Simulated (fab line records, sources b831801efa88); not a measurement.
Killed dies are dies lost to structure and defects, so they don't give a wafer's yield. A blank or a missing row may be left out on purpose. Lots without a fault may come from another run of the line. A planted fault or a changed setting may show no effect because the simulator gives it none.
Problem report in the 8D (eight disciplines) form, filled by code | flow sky130 | the parts of the form that need people (team, actions taken, sign-off) are left out

1. THE PROBLEM
beam_energy_keV at SKY_LDD_N_IMPLANT_10 reads a mean of 18.500 on 6 wafers of 2 lots; wafers without a fault read 20.000 with a standard deviation of 0.006. That is -99 or more standard deviations from the usual mean.
First seen on wafer L599.2, day 21 00:09, on implanter-03. The record holds 42 wafers of 14 lots with a number at this step. Rule for "out", or "out of limits": more than 4 standard deviations from the usual mean. The other wafers with a number count as sound.

2. WHAT IT IS AND WHAT IT IS NOT
question                    | is                     | is not
which readings at this step | beam_energy_keV        | -
which lots                  | L599, L600             | L590, L592, L594, L595, L598, L607, L608, L609, L610, L611, L612, L613
which wafers of those lots  | all that have a number | -
read on which tools         | implanter-03           | implanter-01, implanter-02
when                        | from day 21 00:09      | up to then (15 sound wafers); but 21 sound wafers of L607, L608, L609, L610, L611, L612, L613 came after

3. SUSPECTS, AND WHAT RULES EACH OUT
Counting: a tool at a process step up to the reading stays a suspect if it ran every lot that is out and no sound lot after the first of them.
- implanter-03 at SKY_LDD_N_IMPLANT_10: ruled out as a lasting fault. Sound lots L610 ran on it after its first lot that is out, L599 (day 21 00:09).
Left after counting: nothing in the record.

4. THE CAUSE (what the simulator had put in)
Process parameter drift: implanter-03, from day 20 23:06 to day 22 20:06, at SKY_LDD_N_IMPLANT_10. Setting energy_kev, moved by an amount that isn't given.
Counting ruled it out, wrongly.

5. THE CHAIN OF EFFECTS, in route order
Each row: a reading whose mean over the struck wafers that have a number lies more than 3 standard deviations from the usual. Only readings for which the record gives a usual standard deviation are gone through. hours: the time from each lot's start at the first step in this table that gives one to its start at this step, as a median over the lots. sigmas: the change in usual standard deviations.
hours | step                 | reading         | usual  | on struck wafers | change | sigmas
0     | SKY_LDD_N_IMPLANT_10 | beam_energy_keV | 20.000 | 18.500           | -1.500 | -99 or more
The process steps in it:
- SKY_LDD_N_IMPLANT_10
Later measuring or inspecting steps at which every struck wafer that the step has a row for has a number for every such reading, and none has moved that far: SKY_LDD_LDN_OVL_MEAS_07.

6. WHAT WOULD HAVE CAUGHT IT SOONER
In this record the first reading out of limits was taken at day 21 00:09, 1 hour after the fault began at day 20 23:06.
